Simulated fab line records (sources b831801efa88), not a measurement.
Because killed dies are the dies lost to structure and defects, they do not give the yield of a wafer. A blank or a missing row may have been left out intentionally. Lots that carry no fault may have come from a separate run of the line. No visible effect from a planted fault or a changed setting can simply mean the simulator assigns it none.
What tool caused it?	flow sky130	6 lots, 18 wafers sampled, at 4 steps of a route of 708

## WHAT EACH GAUGE READ, for each wafer
SKY_METAL2_THK_MEAS_06: measures by xrf.
lot	measured	on	METAL2_ALCU_THK (nm)
L601	day 34 02:05	film metro-01	252.7 251.5 251.8
L605	day 35 11:17	film metro-03	253.7 253.6 254.3
L611	day 37 14:13	film metro-04	253.6 250.5 251.3
L613	day 38 01:47	film metro-03	248.0 250.3 250.8
L618	day 39 12:43	film metro-01	255.2 253.2 258.5
L621	day 40 07:58	film metro-03	249.2 249.7 247.1

## WHAT TOOL EACH LOT RAN ON (gives the tool, then ch and the chambers of the sampled wafers, and finally the start)
lot	SKY_LDD_P_DEVELOP_06	SKY_METAL1_SPUTTER_01	SKY_METAL2_SPUTTER_04
L601	litho track-03 ch 0, day 19 03:58	pvd sputter-03, day 31 17:49	pvd sputter-02, day 34 01:55
L605	litho track-02 ch 0, day 20 21:35	pvd sputter-02, day 33 04:27	pvd sputter-02, day 35 11:07
L611	litho track-03 ch 0, day 23 05:46	pvd sputter-02, day 35 06:17	pvd sputter-01, day 37 14:02
L613	litho track-04 ch 0, day 23 20:21	pvd sputter-04, day 35 18:54	pvd sputter-02, day 38 01:37
L618	litho track-03 ch 0, day 25 13:01	pvd sputter-04, day 37 07:27	pvd sputter-01, day 39 12:33
L621	litho track-02 ch 0, day 26 14:26	pvd sputter-04, day 38 02:20	pvd sputter-01, day 40 07:47
- SKY_LDD_P_DEVELOP_06: develop time 60 s.
- SKY_METAL1_SPUTTER_01: material TiN, target thk 20 nm, time 16.7 s.
- SKY_METAL2_SPUTTER_04: material TiN, target thk 70 nm, time 58.3 s.

## THE ANSWER, worked out from the rows above alone
Rule: usual is defined by the lots themselves. Put in order of their means at a reading, lots are off if they are a third of the lots or fewer, leave a main group of 4 or more, and stand apart from it by a gap of 3 or more times the standard deviation of the main group's means; of several such gaps the widest counts. A main group whose means are all the same, to the digits that the tables above print for the reading, isn't used. Also off: a lot with no number at a reading for which 4 or more lots have one. Where the step has rows for the other lots, those lots are counted as sound.
None of the lots is off at any reading shown; this tells nothing.

## WHAT THE SIMULATOR HAD PUT IN
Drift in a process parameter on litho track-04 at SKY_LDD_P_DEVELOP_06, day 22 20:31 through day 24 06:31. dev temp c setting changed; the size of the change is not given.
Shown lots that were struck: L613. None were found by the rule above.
